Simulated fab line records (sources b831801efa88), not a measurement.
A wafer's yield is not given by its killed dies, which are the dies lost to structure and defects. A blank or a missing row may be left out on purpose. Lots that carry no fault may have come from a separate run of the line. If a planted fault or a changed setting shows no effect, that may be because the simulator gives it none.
Which tool is to blame? + flow gf180mcu + Sampling: 12 lots, 36 wafers, 6 of 602 route steps

== WHAT EACH GAUGE READ, for each wafer ==
GF_V3_RS_MEAS_24: a four-point-probe measurement. Usual: V3_W_RS gives 0.326 ohm/sq (standard deviation 0.0053).
| lot  | measured     | on           | V3_W_RS (ohm/sq)     | flag |
|------|--------------|--------------|----------------------|------|
| L511 | day 23 06:48 | filmMetro-03 | 0.328 0.323 0.327    |      |
| L512 | day 23 09:36 | filmMetro-03 | 0.333 0.322 0.323    |      |
| L515 | day 24 14:55 | filmMetro-02 | 0.319 0.330 0.321    |      |
| L517 | day 25 10:29 | filmMetro-02 | 0.325 0.324 0.324    |      |
| L520 | day 26 09:35 | filmMetro-03 | 0.325 0.322 0.325    |      |
| L523 | day 27 06:11 | filmMetro-02 | 43.697 44.160 43.150 | OFF  |
| L524 | day 27 11:11 | filmMetro-03 | 44.759 44.235 43.941 | OFF  |
| L525 | day 27 19:55 | filmMetro-03 | 44.239 44.747 44.070 | OFF  |
| L526 | day 28 02:49 | filmMetro-02 | 0.322 0.322 0.322    |      |
| L530 | day 29 04:45 | filmMetro-02 | 0.322 0.332 0.330    |      |
| L531 | day 29 10:28 | filmMetro-03 | 0.334 0.326 0.330    |      |
| L532 | day 29 16:55 | filmMetro-02 | 0.323 0.325 0.322    |      |

GF_V3_THK_MEAS_25: measures by xrf. Usual: V3_W_THK gives 346 nm (standard deviation 5.8).
| lot  | measured     | on           | V3_W_THK (nm) | flag |
|------|--------------|--------------|---------------|------|
| L511 | day 23 06:55 | filmMetro-03 | 342 347 340   |      |
| L512 | day 23 09:42 | filmMetro-03 | 337 349 346   |      |
| L515 | day 24 15:02 | filmMetro-02 | 350 338 351   |      |
| L517 | day 25 10:36 | filmMetro-02 | 348 347 346   |      |
| L520 | day 26 09:41 | filmMetro-03 | 345 348 346   |      |
| L523 | day 27 06:19 | filmMetro-02 | <0 <0 <0      | OFF  |
| L524 | day 27 11:17 | filmMetro-03 | <0 <0 <0      | OFF  |
| L525 | day 27 20:02 | filmMetro-03 | <0 <0 <0      | OFF  |
| L526 | day 28 02:56 | filmMetro-02 | 352 350 349   |      |
| L530 | day 29 04:52 | filmMetro-02 | 350 340 340   |      |
| L531 | day 29 10:34 | filmMetro-03 | 340 349 345   |      |
| L532 | day 29 17:01 | filmMetro-02 | 351 348 351   |      |

GF_M4_RS_MEAS_05: a four-point-probe measurement. Usual: M4_ALCU_RS gives 0.0692 ohm/sq (standard deviation 0.001).
| lot  | measured     | on           | M4_ALCU_RS (ohm/sq)  | flag |
|------|--------------|--------------|----------------------|------|
| L511 | day 23 07:31 | filmMetro-03 | 0.0690 0.0700 0.0691 |      |
| L512 | day 23 10:19 | filmMetro-04 | 0.0687 0.0685 0.0672 |      |
| L515 | day 24 15:37 | filmMetro-03 | 0.0693 0.0694 0.0690 |      |
| L517 | day 25 11:11 | filmMetro-04 | 0.0696 0.0685 0.0683 |      |
| L520 | day 26 10:17 | filmMetro-03 | 0.0696 0.0691 0.0694 |      |
| L526 | day 28 03:31 | filmMetro-03 | 0.0682 0.0689 0.0689 |      |
| L530 | day 29 05:27 | filmMetro-04 | 0.0689 0.0678 0.0673 |      |
| L531 | day 29 11:28 | filmMetro-02 | 0.0698 0.0711 0.0697 |      |
| L532 | day 29 17:37 | filmMetro-04 | 0.0699 0.0692 0.0698 |      |

== TOOL THAT RAN EACH LOT (tool first, then ch and the chambers of the sampled wafers, then the start) ==
| lot  | GF_V3_STRIP_18                      | GF_V3_CVD_23                 | GF_M4_SPUTTER_02            |
|------|-------------------------------------|------------------------------|-----------------------------|
| L511 | plasmaAsher-01 ch 0,1, day 23 06:02 | cvdW-01 ch 0,1, day 23 06:40 | pvdSputter-01, day 23 07:24 |
| L512 | plasmaAsher-03 ch 0,1, day 23 08:51 | cvdW-02 ch 0,1, day 23 09:29 | pvdSputter-01, day 23 10:10 |
| L515 | plasmaAsher-03 ch 0,1, day 24 14:10 | cvdW-02 ch 0,1, day 24 14:49 | pvdSputter-03, day 24 15:32 |
| L517 | plasmaAsher-01 ch 0, day 25 09:44   | cvdW-01 ch 1, day 25 10:22   | pvdSputter-02, day 25 11:05 |
| L520 | plasmaAsher-03 ch 0,1, day 26 08:49 | cvdW-01 ch 0,1, day 26 09:29 | pvdSputter-02, day 26 10:10 |
| L523 | plasmaAsher-03 ch 0,1, day 27 05:26 | cvdW-02 ch 0,1, day 27 06:04 | -                           |
| L524 | plasmaAsher-01 ch 0,1, day 27 10:25 | cvdW-02 ch 0,1, day 27 11:04 | -                           |
| L525 | plasmaAsher-01 ch 0,1, day 27 19:10 | cvdW-02 ch 0,1, day 27 19:48 | -                           |
| L526 | plasmaAsher-03 ch 0,1, day 28 02:02 | cvdW-01 ch 0,1, day 28 02:43 | pvdSputter-03, day 28 03:26 |
| L530 | plasmaAsher-04 ch 0,1, day 29 03:59 | cvdW-02 ch 0,1, day 29 04:37 | pvdSputter-01, day 29 05:20 |
| L531 | plasmaAsher-01 ch 0,1, day 29 09:43 | cvdW-02 ch 0,1, day 29 10:22 | pvdSputter-02, day 29 11:20 |
| L532 | plasmaAsher-03 ch 0,1, day 29 16:08 | cvdW-01 ch 1, day 29 16:47   | pvdSputter-02, day 29 17:30 |
- GF_V3_STRIP_18: strips in O2/N2.
- GF_V3_CVD_23: deposits W, target thk 350 nm, time 104.9 s.
- GF_M4_SPUTTER_02: material AlCu, target thk 450 nm, time 23.9 s.

== AS READ BY THE TOOLS THEMSELVES (means over the sampled wafers that have a number; for cases with no such wafer, the mark the record gives instead) ==
GF_V3_STRIP_18. Usual: drypumpMotorCurrentA 5.5 A, standard deviation 0.4; heaterPowerW 325 W, standard deviation 28; oesProductAu 0.592 a.u., standard deviation 0.0054.
| lot  | tool           | drypumpMotorCurrentA (A) | heaterPowerW (W) | oesProductAu (a.u.) | flag |
|------|----------------|--------------------------|------------------|---------------------|------|
| L511 | plasmaAsher-01 | 5.1                      | 297              | 0.589               |      |
| L512 | plasmaAsher-03 | 5.9                      | 345              | 0.593               |      |
| L515 | plasmaAsher-03 | 5.9                      | 352              | 0.587               |      |
| L517 | plasmaAsher-01 | 5.0                      | 331              | 0.592               |      |
| L520 | plasmaAsher-03 | 5.9                      | 348              | 0.595               |      |
| L523 | plasmaAsher-03 | 5.9                      | 357              | 0.589               |      |
| L524 | plasmaAsher-01 | 5.1                      | 297              | 0.594               |      |
| L525 | plasmaAsher-01 | 5.1                      | 317              | 0.589               |      |
| L526 | plasmaAsher-03 | 5.9                      | 354              | 0.598               |      |
| L530 | plasmaAsher-04 | 5.9                      | 329              | 0.589               |      |
| L531 | plasmaAsher-01 | 5.1                      | 314              | 0.595               |      |
| L532 | plasmaAsher-03 | 5.9                      | 354              | 0.589               |      |

GF_V3_CVD_23. Usual: chamberPressureTorr 39.99 Torr, standard deviation 0.087; heaterPowerOuterW 479 W, standard deviation 27; heaterPowerW 808 W, standard deviation 38.
| lot  | tool    | chamberPressureTorr (Torr) | heaterPowerOuterW (W) | heaterPowerW (W) | flag |
|------|---------|----------------------------|-----------------------|------------------|------|
| L511 | cvdW-01 | 40.01                      | 459                   | 779              |      |
| L512 | cvdW-02 | 39.93                      | 482                   | 825              |      |
| L515 | cvdW-02 | 39.99                      | 486                   | 839              |      |
| L517 | cvdW-01 | 40.11                      | 498                   | 832              |      |
| L520 | cvdW-01 | 39.98                      | 463                   | 786              |      |
| L523 | cvdW-02 | -                          | -                     | -                | OFF  |
| L524 | cvdW-02 | -                          | -                     | -                | OFF  |
| L525 | cvdW-02 | -                          | -                     | -                | OFF  |
| L526 | cvdW-01 | 39.94                      | 472                   | 807              |      |
| L530 | cvdW-02 | 40.01                      | 496                   | 822              |      |
| L531 | cvdW-02 | 40.06                      | 495                   | 832              |      |
| L532 | cvdW-01 | 40.01                      | 505                   | 818              |      |

GF_M4_SPUTTER_02. Usual: throttleValvePct 29.7 %, standard deviation 0.85.
| lot  | tool          | throttleValvePct (%) | flag |
|------|---------------|----------------------|------|
| L511 | pvdSputter-01 | 29.1                 |      |
| L512 | pvdSputter-01 | 29.1                 |      |
| L515 | pvdSputter-03 | 30.3                 |      |
| L517 | pvdSputter-02 | 29.7                 |      |
| L520 | pvdSputter-02 | 31.1                 |      |
| L526 | pvdSputter-03 | 30.3                 |      |
| L530 | pvdSputter-01 | 29.2                 |      |
| L531 | pvdSputter-02 | 30.8                 |      |
| L532 | pvdSputter-02 | 30.9                 |      |

== THE ANSWER, worked out from the rows above alone ==
Rule: a lot counts as off when the mean over its wafers that have a number is more than 3 standard deviations away from the usual mean. Also off: a lot with no number at a reading for which 4 or more lots have one. Any other lot the step has rows for is counted as sound. First the gauges in route order, then the tools' own readings, where a lot's mean is used as printed above. At the first step where some lot is off, the reading lying furthest off is the one used; lots without a number count as furthest.
Off: L523, L524, L525, at GF_V3_RS_MEAS_24 (V3_W_RS).
A tool fits if, at a process step before that reading, it ran every lot that is off, and no sound lot after the first of them. Not tried: the gauges at GF_V3_RS_MEAS_24; whatever is off there is also off at GF_V3_CVD_23, on other tools, and gauge error can't account for it. None of those tried fits.

== WHAT THE SIMULATOR PUT IN ==
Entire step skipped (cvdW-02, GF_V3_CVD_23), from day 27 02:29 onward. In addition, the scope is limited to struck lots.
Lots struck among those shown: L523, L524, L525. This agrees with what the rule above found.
